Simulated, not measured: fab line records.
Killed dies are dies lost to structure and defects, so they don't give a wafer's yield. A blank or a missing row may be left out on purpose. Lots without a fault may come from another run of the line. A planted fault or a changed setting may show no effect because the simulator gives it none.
A lot that was struck, set against a sound lot    flow sky130    17 out of 708 route steps
Sound: the wafers L359.1, L359.2, L359.3. Wafers L362.1, L362.2, L362.6 were the ones struck. The cause is named last.
At each step with rows: each side's tool, then ch and its chambers, then its first start. Under that, the readings that differ: sound wafers    struck wafers    difference of the means    sigmas: that difference in standard deviations of wafers without a fault.
alike: readings with means less than 2 such deviations apart, plus words and numbers identical on both sides. not compared: withheld readings, readings lacking a value on some wafer, bounds such as >300 that could conceal the same value, and numbers that have no deviation in the record and whose values overlap.
Wherever a step has rows on one side only, a row that says differs or no value, or a row with sigmas, the two part there. Non-overlapping numbers with no deviation appear without sigmas and do not part them. A reading that every wafer of one side lacks parts them only if that side has two wafers or more.

SKY_GATE_OXIDE_TW_MEAS_14:
  sound: filmMetro-02 at day 17 05:03; struck: filmMetro-01 at day 18 02:28
  alike: GATE_OXIDE_TW
then, 3 steps without rows for these wafers: SKY_GATE_OXIDE_CLEAN_15 (cleans in SC1/SC2, time 150 s); SKY_GATE_OXIDE_OXIDATION_16 (stabilise 600 s, purge 300 s, target thk 3.57 nm); SKY_POLY_GATE_CVD_00 (deposits poly-Si, target thk 180 nm, time 720 s).
SKY_POLY_GATE_THK_MEAS_01:
  sound: filmMetro-03 at day 17 07:53; struck: filmMetro-04 at day 18 07:07
  alike: POLY_GATE_CVD_00_THK
then, 3 steps without rows for these wafers: SKY_RES_PROTECT_DEHYDRATE_00 (time 60 s); SKY_RES_PROTECT_HMDS_01 (prime time 60 s); SKY_RES_PROTECT_COAT_02 (resist thk 1140 nm).
SKY_RES_PROTECT_SOFTBAKE_03: time 62.21 s.
  sound on lithoTrack-02 ch 0, day 17 22:05; struck on lithoTrack-01 ch 0, day 18 23:13
  alike: plateSensorTCentreC, plateSensorTEdgeC
then, 3 steps without rows for these wafers: SKY_RES_PROTECT_EXPOSE_04 (exposes mask RPM, target cd 1270 nm); SKY_RES_PROTECT_PEB_05; SKY_RES_PROTECT_DEVELOP_06 (develop time 60 s).
SKY_POLY_GATE_IMPLANT_02:
  sound on implanter-04 ch 0, day 18 12:08; struck on implanter-04 ch 0, day 19 13:55
reading                        sound                          struck                         difference  sigmas
beamOnS (s)                    32.5 33.0 32.2                 13.9 14.3 14.5                 -18.3       -10
doseIonsCm2                    7.687e+15 7.704e+15 7.691e+15  3.397e+15 3.392e+15 3.394e+15  -4.300e+15  -99 or more
endStationPressureTorr (Torr)  1.14e-05 1.24e-05 1.18e-05     1.43e-05 1.49e-05 1.47e-05     +2.77e-06   +4
  alike: faradayCurrentUA
SKY_RES_PROTECT_STRIP_07: strips in O2/N2.
  sound on plasmaAsher-03 ch 0,1, day 18 12:17; struck on plasmaAsher-03 ch 0,1, day 19 14:04
reading                   sound              struck             difference  sigmas
oesProductAu (a.u.)       0.517 0.517 0.523  0.554 0.561 0.560  +0.039      +8
stripTimeToEndpointS (s)  23.27 23.30 23.30  19.94 20.03 20.04  -3.29       -80
  alike: chamberPressureMTorr, drypumpMotorCurrentA
  not compared: rfHoursCounterH
SKY_RES_PROTECT_TW_MEAS_08:
  sound: filmMetro-02 at day 18 12:23; struck: filmMetro-03 at day 19 14:10
reading       sound           struck          difference  sigmas
POLY_GATE_TW  3964 3991 4004  3771 3788 3786  -205        -5
then, 2 steps without rows for these wafers: SKY_RES_PROTECT_CLEAN_09 (cleans in SC1/SC2, time 150 s); SKY_PAD_OPEN_PROBE_99.

## WHERE THEY PART
First at SKY_POLY_GATE_IMPLANT_02; last, within this record, at SKY_RES_PROTECT_TW_MEAS_08.

WHY: what had been put in by the simulator
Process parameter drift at SKY_POLY_GATE_IMPLANT_02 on implanter-04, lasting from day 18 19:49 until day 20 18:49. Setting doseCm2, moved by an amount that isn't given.
